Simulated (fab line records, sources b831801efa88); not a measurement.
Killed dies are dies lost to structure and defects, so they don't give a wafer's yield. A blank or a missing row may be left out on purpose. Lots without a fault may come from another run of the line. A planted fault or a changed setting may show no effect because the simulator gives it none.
Which tool did it? | flow sky130 | 24 lots, 72 wafers sampled, at 5 steps of a route of 708

WHAT THE GAUGES READ, wafer by wafer
SKY_LOCAL_INTERCONNECT_CD_MEAS_11: target cd 170 nm. Usual: cd_nm 170.1 nm, standard deviation 1.5.
lot  | measured     | on        | cd_nm (nm)        | flag
L074 | day 30 16:54 | cd_sem-02 | 168.3 167.7 170.2 |
L075 | day 30 17:05 | cd_sem-01 | 168.9 167.8 169.4 |
L076 | day 31 03:48 | cd_sem-02 | 169.0 168.7 168.7 |
L077 | day 31 07:34 | cd_sem-02 | 170.2 168.6 169.8 |
L078 | day 32 03:46 | cd_sem-01 | 170.6 168.8 169.7 |
L079 | day 32 15:31 | cd_sem-02 | 169.6 170.6 170.5 |
L081 | day 32 15:52 | cd_sem-01 | 169.4 170.3 171.8 |
L080 | day 32 16:26 | cd_sem-01 | 172.5 172.9 172.1 |
L082 | day 33 01:43 | cd_sem-02 | 172.4 171.4 169.8 |
L083 | day 33 15:01 | cd_sem-01 | 167.2 166.0 166.0 |
L084 | day 33 15:07 | cd_sem-02 | 170.6 172.1 172.2 |
L086 | day 34 11:34 | cd_sem-01 | 169.1 169.9 169.1 |
L085 | day 34 14:08 | cd_sem-01 | 169.2 170.3 170.6 |
L089 | day 35 19:54 | cd_sem-01 | 168.2 167.9 168.8 |
L088 | day 35 20:52 | cd_sem-01 | 171.5 172.2 171.2 |
L087 | day 35 21:20 | cd_sem-01 | 170.2 169.3 171.3 |
L090 | day 35 22:20 | cd_sem-01 | 171.3 171.9 171.6 |
L092 | day 36 16:32 | cd_sem-01 | 170.2 171.2 171.7 |
L091 | day 36 18:44 | cd_sem-01 | 170.3 168.7 170.6 |
L093 | day 36 20:56 | cd_sem-01 | 171.2 170.4 169.1 |
L094 | day 36 23:29 | cd_sem-01 | 169.7 169.3 169.7 |
L095 | day 37 14:35 | cd_sem-01 | 172.2 170.5 169.1 |
L097 | day 37 19:57 | cd_sem-01 | 172.2 172.2 172.4 |
L096 | day 37 22:36 | cd_sem-01 | 168.2 169.1 168.7 |

SKY_LOCAL_INTERCONNECT_OVL_MEAS_12. Usual: LOCAL_INTERCONNECT_OVL -2 nm, standard deviation 5.7.
lot  | measured     | on         | LOCAL_INTERCONNECT_OVL (nm) | flag
L074 | day 30 16:59 | overlay-02 | 2 6 4                       |
L075 | day 30 17:13 | overlay-01 | -4 -9 -12                   |
L076 | day 31 03:53 | overlay-02 | -8 -8 -9                    |
L077 | day 31 07:41 | overlay-02 | 5 3 -1                      |
L078 | day 32 03:53 | overlay-01 | -5 -8 -9                    |
L079 | day 32 15:38 | overlay-01 | -8 -2 -3                    |
L081 | day 32 15:59 | overlay-02 | -5 -3 -6                    |
L080 | day 32 16:34 | overlay-02 | -4 -8 -3                    |
L082 | day 33 01:50 | overlay-01 | -1 -6 -7                    |
L083 | day 33 15:08 | overlay-01 | -6 -5 -8                    |
L084 | day 33 15:13 | overlay-02 | -7 -13 -9                   |
L086 | day 34 11:40 | overlay-02 | -6 -10 4                    |
L085 | day 34 14:16 | overlay-01 | 1 6 14                      |
L089 | day 35 20:01 | overlay-02 | 6 1 1                       |
L088 | day 35 20:59 | overlay-02 | -4 -4 -12                   |
L087 | day 35 21:28 | overlay-01 | -3 -3 1                     |
L090 | day 35 22:26 | overlay-02 | 0 -1 -4                     |
L092 | day 36 16:40 | overlay-02 | 4 -4 -3                     |
L091 | day 36 18:51 | overlay-02 | 0 -8 -13                    |
L093 | day 36 21:01 | overlay-02 | 10 10 -3                    |
L094 | day 36 23:37 | overlay-01 | -4 2 -1                     |
L095 | day 37 14:43 | overlay-01 | 2 1 -5                      |
L097 | day 37 20:03 | overlay-02 | 1 -8 1                      |
L096 | day 37 22:42 | overlay-02 | -2 1 -1                     |

SKY_CAPM_THK_MEAS_01. Usual: CAPM_CVD_00_THK 15.55 nm, standard deviation 0.25.
lot  | measured     | on            | CAPM_CVD_00_THK (nm) | flag
L074 | day 36 23:37 | film_metro-03 | 15.70 15.78 15.94    |
L075 | day 36 23:46 | film_metro-03 | 15.19 15.54 15.85    |
L076 | day 37 12:12 | film_metro-03 | 15.59 15.71 15.31    |
L077 | day 37 15:08 | film_metro-03 | 15.17 15.38 15.80    |
L078 | day 38 04:49 | film_metro-03 | 15.23 15.63 15.52    |
L079 | day 38 21:34 | film_metro-02 | 15.00 15.10 15.19    |
L081 | day 38 22:03 | film_metro-04 | 15.62 15.58 15.66    |
L080 | day 38 21:44 | film_metro-02 | 15.27 15.28 15.60    |
L082 | day 39 04:32 | film_metro-04 | 15.19 15.15 15.60    |
L083 | day 39 18:19 | film_metro-02 | 15.64 15.45 15.88    |
L084 | day 39 19:58 | film_metro-04 | 15.41 15.81 15.54    |
L086 | day 40 10:03 | film_metro-03 | 15.92 15.55 15.72    |
L085 | day 40 11:32 | film_metro-04 | 15.27 15.00 15.19    |
L089 | day 41 05:13 | film_metro-04 | 15.08 15.17 15.14    |
L088 | day 41 08:24 | film_metro-04 | 15.84 15.84 16.12    |
L087 | day 41 11:17 | film_metro-03 | 15.36 15.23 15.50    |
L090 | day 41 11:53 | film_metro-04 | 15.40 15.56 15.50    |
L092 | day 42 05:49 | film_metro-02 | 15.68 15.52 15.96    |
L091 | day 42 07:34 | film_metro-04 | 15.44 15.77 16.03    |
L093 | day 42 12:57 | film_metro-03 | 15.56 16.00 15.90    |
L094 | day 42 13:14 | film_metro-03 | 15.77 15.44 15.73    |
L095 | day 43 00:30 | film_metro-02 | 15.53 15.34 15.59    |
L097 | day 43 06:57 | film_metro-03 | 15.52 15.32 15.45    |
L096 | day 43 12:05 | film_metro-02 | 15.14 15.44 15.30    |

SKY_VIA3_THK_MEAS_23: measures by xrf. Usual: VIA3_W_THK 393 nm, standard deviation 6.
lot  | measured     | on            | VIA3_W_THK (nm) | flag
L074 | day 40 06:22 | film_metro-01 | 394 384 381     |
L075 | day 40 06:31 | film_metro-02 | 401 394 403     |
L076 | day 40 17:05 | film_metro-02 | 385 387 395     |
L077 | day 40 18:34 | film_metro-04 | 403 398 395     |
L078 | day 41 11:48 | film_metro-02 | 391 382 391     |
L079 | day 42 00:18 | film_metro-04 | 390 388 387     |
L081 | day 42 03:02 | film_metro-04 | 398 395 405     |
L080 | day 42 02:05 | film_metro-04 | 383 388 385     |
L082 | day 42 09:59 | film_metro-01 | 397 389 389     |
L083 | day 42 20:10 | film_metro-04 | 396 399 402     |
L084 | day 42 23:36 | film_metro-02 | 383 388 395     |
L086 | day 43 13:09 | film_metro-02 | 395 395 396     |
L085 | day 43 14:55 | film_metro-04 | 402 396 398     |
L089 | day 44 05:47 | film_metro-04 | 389 402 405     |
L088 | day 44 09:55 | film_metro-04 | 395 397 396     |
L087 | day 44 12:35 | film_metro-02 | 393 388 392     |
L090 | day 44 14:29 | film_metro-01 | 394 394 385     |
L092 | day 45 05:44 | film_metro-01 | 391 387 388     |
L091 | day 45 06:53 | film_metro-02 | 395 399 399     |
L093 | day 45 12:51 | film_metro-01 | 386 391 378     |
L094 | day 45 13:16 | film_metro-02 | 397 402 403     |
L095 | day 45 21:05 | film_metro-04 | 391 391 388     |
L097 | day 46 03:36 | film_metro-02 | 387 387 391     |
L096 | day 46 08:55 | film_metro-04 | 390 389 387     |

WHICH TOOL RAN EACH LOT (tool, then ch and the chambers of the sampled wafers, then the start)
lot  | SKY_METAL1_DESCUM_17
L074 | rie_metal-02 ch 0,1, day 33 02:46
L075 | rie_metal-01 ch 0,1, day 33 03:02
L076 | rie_metal-02 ch 0,1, day 33 12:55
L077 | rie_metal-02 ch 0,1, day 33 16:08
L078 | rie_metal-03 ch 1, day 34 12:50
L079 | rie_metal-02 ch 0, day 35 18:44
L081 | rie_metal-01 ch 0, day 35 18:58
L080 | rie_metal-03 ch 0,1, day 35 19:05
L082 | rie_metal-01 ch 0, day 35 21:22
L083 | rie_metal-02 ch 0,1, day 36 10:09
L084 | rie_metal-01 ch 1, day 36 11:17
L086 | rie_metal-01 ch 0,1, day 37 00:26
L085 | rie_metal-02 ch 0,1, day 37 01:44
L089 | rie_metal-02 ch 0,1, day 37 20:47
L088 | rie_metal-01 ch 0,1, day 37 22:59
L087 | rie_metal-03 ch 0,1, day 37 23:55
L090 | rie_metal-01 ch 0,1, day 38 00:52
L092 | rie_metal-03 ch 0,1, day 38 21:05
L091 | rie_metal-02 ch 0,1, day 38 23:03
L093 | rie_metal-02 ch 0,1, day 39 02:34
L094 | rie_metal-03 ch 0,1, day 39 04:25
L095 | rie_metal-03 ch 0,1, day 39 19:34
L097 | rie_metal-02 ch 0,1, day 40 01:20
L096 | rie_metal-02 ch 0,1, day 40 02:34
- SKY_METAL1_DESCUM_17: chemistry O2, time 8 s.

WHAT THE TOOLS THEMSELVES READ (means of the sampled wafers that have a number; where no wafer has one, the mark that the record gives instead)
SKY_METAL1_DESCUM_17. Usual: drypump_motor_current_A 5.6 A, standard deviation 0.44; oes_product_au 1.015 a.u., standard deviation 0.01.
lot  | tool         | drypump_motor_current_A (A) | oes_product_au (a.u.) | flag
L074 | rie_metal-02 | 5.2                         | 1.003                 |
L075 | rie_metal-01 | 5.6                         | 1.014                 |
L076 | rie_metal-02 | 5.2                         | 0.997                 |
L077 | rie_metal-02 | 5.2                         | 1.001                 |
L078 | rie_metal-03 | 5.8                         | 1.024                 |
L079 | rie_metal-02 | 5.1                         | 1.019                 |
L081 | rie_metal-01 | 6.0                         | 1.022                 |
L080 | rie_metal-03 | 6.2                         | 1.012                 |
L082 | rie_metal-01 | 6.0                         | 1.022                 |
L083 | rie_metal-02 | 5.2                         | 1.020                 |
L084 | rie_metal-01 | 5.4                         | 1.018                 |
L086 | rie_metal-01 | 5.6                         | 1.022                 |
L085 | rie_metal-02 | 5.2                         | 1.009                 |
L089 | rie_metal-02 | 5.2                         | 1.014                 |
L088 | rie_metal-01 | 5.8                         | 1.023                 |
L087 | rie_metal-03 | 6.2                         | 1.018                 |
L090 | rie_metal-01 | 5.6                         | 1.016                 |
L092 | rie_metal-03 | 6.2                         | 1.002                 |
L091 | rie_metal-02 | 5.2                         | 1.013                 |
L093 | rie_metal-02 | 5.2                         | 1.008                 |
L094 | rie_metal-03 | 6.2                         | 1.018                 |
L095 | rie_metal-03 | 6.2                         | 1.016                 |
L097 | rie_metal-02 | 5.2                         | 1.017                 |
L096 | rie_metal-02 | 5.2                         | 1.007                 |

THE ANSWER, worked out from the rows above alone
Rule: a lot is off if the mean of its wafers that have a number lies more than 3 standard deviations from the usual mean. A lot without any number at a reading at which 4 lots or more have one is off too. The other lots that the step has rows for count as sound. The gauges are gone through in route order, then the tools' own readings, and for those a lot's mean is taken as printed above. The first step at which some lot is off is used, and at that step the reading that is off furthest; a lot without a number counts as furthest.
No lot is off at any reading shown: from this, nothing can be told.

WHAT THE SIMULATOR HAD PUT IN
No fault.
